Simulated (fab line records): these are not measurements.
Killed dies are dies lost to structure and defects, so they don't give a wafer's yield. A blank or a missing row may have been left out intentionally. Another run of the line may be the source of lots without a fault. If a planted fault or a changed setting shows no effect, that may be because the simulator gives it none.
Struck lot and sound lot, side by side	flow gf180mcu	14 out of 602 route steps
Sound: these wafers, L295.1, L295.4, L295.5. Wafers L307.2, L307.4, L307.6 were the ones struck. The cause comes at the end.
At each step with rows: each side's tool, then ch and its chambers, then its first start. Under that, the readings that differ: sound wafers	struck wafers	difference of the means	sigmas: that difference in standard deviations of wafers without a fault.
alike: readings with means less than 2 such deviations apart, plus words and numbers identical on both sides. not compared: withheld readings, readings lacking a value on some wafer, bounds such as >300 that could conceal the same value, and numbers that have no deviation in the record and whose values overlap.
Wherever a step has rows on one side only, a row that says differs or no value, or a row with sigmas, the two part there. Numbers that don't overlap but have no deviation are shown without sigmas and don't part them. A reading missing from all wafers of one side parts the sides only when that side holds two or more wafers.

first, 4 steps without rows for these wafers: GF_V1_SOFTBAKE_10 (time 60 s); GF_V1_EXPOSE_11 (exposes mask Via1, target cd 260 nm); GF_V1_PEB_12 (peb time 90 s); GF_V1_DEVELOP_13 (develop time 60 s).
GF_V1_CD_MEAS_14: target cd 260 nm.
  sound on cd-sem-01, day 19 04:06; struck on cd-sem-01, day 23 04:46
  alike: cd-nm
GF_V1_OVL_MEAS_15:
  sound on overlay-01, day 19 04:13; struck on overlay-02, day 23 04:52
  alike: V1_OVL
GF_V1_ETCH_16: etches BARC in N2/H2.
  sound on rie-diel-04 ch 2,3, day 19 04:16; struck on rie-diel-03 ch 1,2,3, day 23 04:54
  alike: drypump-motor-current-A, n2-flow-sccm, oes-product-au, throttle-valve-pct
GF_V1_ETCH_17: etches SiO2 in C4F8/O2/Ar, stops on TiN, target depth 630 nm.
  sound: rie-diel-04 ch 2,3; struck: rie-diel-03 ch 1,2,3
  alike: oes-product-au
GF_V1_STRIP_18: strips in O2/N2.
  sound on plasma-asher-01 ch 0,1, day 19 04:23; struck on plasma-asher-04 ch 0,1, day 23 05:02
  alike: drypump-motor-current-A, heater-power-w, n2-flow-sccm, oes-product-au
  not compared: rf-hours-counter-h
then, 2 steps without rows for these wafers: GF_V1_STRIP_19 (strips in post etch residue remover, time 1200 s); GF_V1_CLEAN_20 (cleans in DIW).
GF_V1_SPUTTER_21: material Ti, target thk 15 nm, time 80.02 s.
  sound on pvd-sputter-03, day 19 04:55; struck on pvd-sputter-04, day 23 05:34
  alike: cathode-dc-power-W, chamber-pressure-pa, throttle-valve-pct
GF_V1_SPUTTER_22: material TiN, target thk 10 nm, time 40 s.
  sound on pvd-sputter-03, day 19 04:59; struck on pvd-sputter-04, day 23 05:37
  no value came back on the struck wafers for cathode-dc-power-W (W), chamber-pressure-pa (Pa), throttle-valve-pct (%); on the sound wafers cathode-dc-power-W (W) reads 4000.5 4000.0 4000.6
GF_V1_CVD_23: deposits W, target thk 350 nm, time 105.05 s.
  sound on cvd-w-02 ch 0,1, day 19 05:01; struck on cvd-w-02 ch 0,1, day 23 05:40
  alike: heater-power-outer-w, heater-power-w
  not compared: since-wet-clean-h

== WHERE THEY PART ==
GF_V1_SPUTTER_22 only, going by this record. Later steps at which nothing parts them and some readings are alike: GF_V1_CVD_23.

WHY: what the simulator had put in
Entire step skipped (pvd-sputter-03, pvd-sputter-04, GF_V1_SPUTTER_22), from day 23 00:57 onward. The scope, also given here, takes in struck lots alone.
